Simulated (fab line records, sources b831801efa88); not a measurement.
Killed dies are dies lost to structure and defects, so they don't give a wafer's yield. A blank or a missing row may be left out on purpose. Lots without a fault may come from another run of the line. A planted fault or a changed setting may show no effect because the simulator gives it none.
Tool commonality check | flow gf180mcu | 13 lots, 39 wafers sampled

WHY IT WAS OPENED
At GF_HV_LDD_TW_MEAS_38 the reading HV_LDD_3_TW is flagged on 2 of 13 lots. Wafers without a fault read 1436, standard deviation 15.
Rule: a lot is flagged when every wafer of it that has a number lies more than 4 standard deviations from that mean, or none has a number. The other lots count as sound.

lot  | measured     | on            | HV_LDD_3_TW, wafer by wafer | flag
L349 | day 11 20:49 | film_metro-01 | 1462 1463 1461              |
L353 | day 12 18:55 | film_metro-02 | 1432 1433 1426              |
L352 | day 12 22:58 | film_metro-01 | 1459 1458 1454              |
L354 | day 13 09:39 | film_metro-01 | 1452 1459 1455              |
L356 | day 14 04:44 | film_metro-02 | 1425 1429 1430              |
L357 | day 14 08:06 | film_metro-04 | 1420 1427 1427              |
L358 | day 14 21:38 | film_metro-02 | 1434 1426 1423              |
L360 | day 15 14:01 | film_metro-01 | 1458 1457 1457              |
L363 | day 16 18:14 | film_metro-04 | 1358 1353 1359              | FLAGGED
L362 | day 16 22:05 | film_metro-02 | 1428 1432 1427              |
L366 | day 17 14:59 | film_metro-02 | 1366 1359 1355              | FLAGGED
L369 | day 18 03:02 | film_metro-01 | 1452 1453 1457              |
L372 | day 18 19:59 | film_metro-02 | 1429 1430 1432              |
The numbers of the flagged lots are 1358 on average: -78 against the usual, or -5 standard deviations.

WHICH TOOL RAN EACH LOT
The record holds 1 process step before the reading, out of a route of 602 steps. In each cell: the tool, then ch and the chambers that the sampled wafers went through, then the start.
lot  | flag    | GF_HV_LDD_IMPLANT_35
L349 |         | implanter-01 ch 0, day 11 20:25
L353 |         | implanter-03 ch 0, day 12 18:34
L352 |         | implanter-04 ch 0, day 12 22:34
L354 |         | implanter-04 ch 0, day 13 09:17
L356 |         | implanter-01 ch 0, day 14 04:21
L357 |         | implanter-01 ch 0, day 14 07:43
L358 |         | implanter-03 ch 0, day 14 21:14
L360 |         | implanter-03 ch 0, day 15 13:37
L363 | FLAGGED | implanter-03 ch 0, day 16 17:51
L362 |         | implanter-04 ch 0, day 16 21:41
L366 | FLAGGED | implanter-03 ch 0, day 17 14:35
L369 |         | implanter-04 ch 0, day 18 02:38
L372 |         | implanter-04 ch 0, day 18 19:37
What these steps do:
- GF_HV_LDD_IMPLANT_35
- GF_HV_LDD_TW_MEAS_38

FLAGGED OVER TOTAL, TOOL BY TOOL (the gauges that took the reading come last)
step                 | tool          | lots run | flagged | share of the flagged lots | sound lots run after its first flagged lot
GF_HV_LDD_IMPLANT_35 | implanter-01  | 3        | 0       | none                      | -
GF_HV_LDD_IMPLANT_35 | implanter-03  | 5        | 2       | all                       | 0
GF_HV_LDD_IMPLANT_35 | implanter-04  | 5        | 0       | none                      | -
GF_HV_LDD_TW_MEAS_38 | film_metro-01 | 5        | 0       | none                      | -
GF_HV_LDD_TW_MEAS_38 | film_metro-02 | 6        | 1       | some                      | 1 (L372)
GF_HV_LDD_TW_MEAS_38 | film_metro-04 | 2        | 1       | some                      | 0

WHAT THE TABLE ALLOWS
1 row of the table ran every flagged lot: implanter-03 at GF_HV_LDD_IMPLANT_35.
- implanter-03 at GF_HV_LDD_IMPLANT_35: 2 of its 5 lots flagged. Its last sound lot is L360 (day 15 13:37), its first flagged lot L363 (day 16 17:51): a fault that began between those two fits. Its own readings lie more than 4 standard deviations out on every wafer of the flagged lots: dose_ions_cm2, faraday_current_uA.
One tool is left: implanter-03 at GF_HV_LDD_IMPLANT_35.

WHAT THE SIMULATOR HAD PUT IN
Process parameter drift: implanter-03, from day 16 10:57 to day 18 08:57, at GF_HV_LDD_IMPLANT_35. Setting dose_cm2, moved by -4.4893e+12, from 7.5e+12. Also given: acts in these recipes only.
Lots struck among those shown: L363, L366. The rule above found the same.
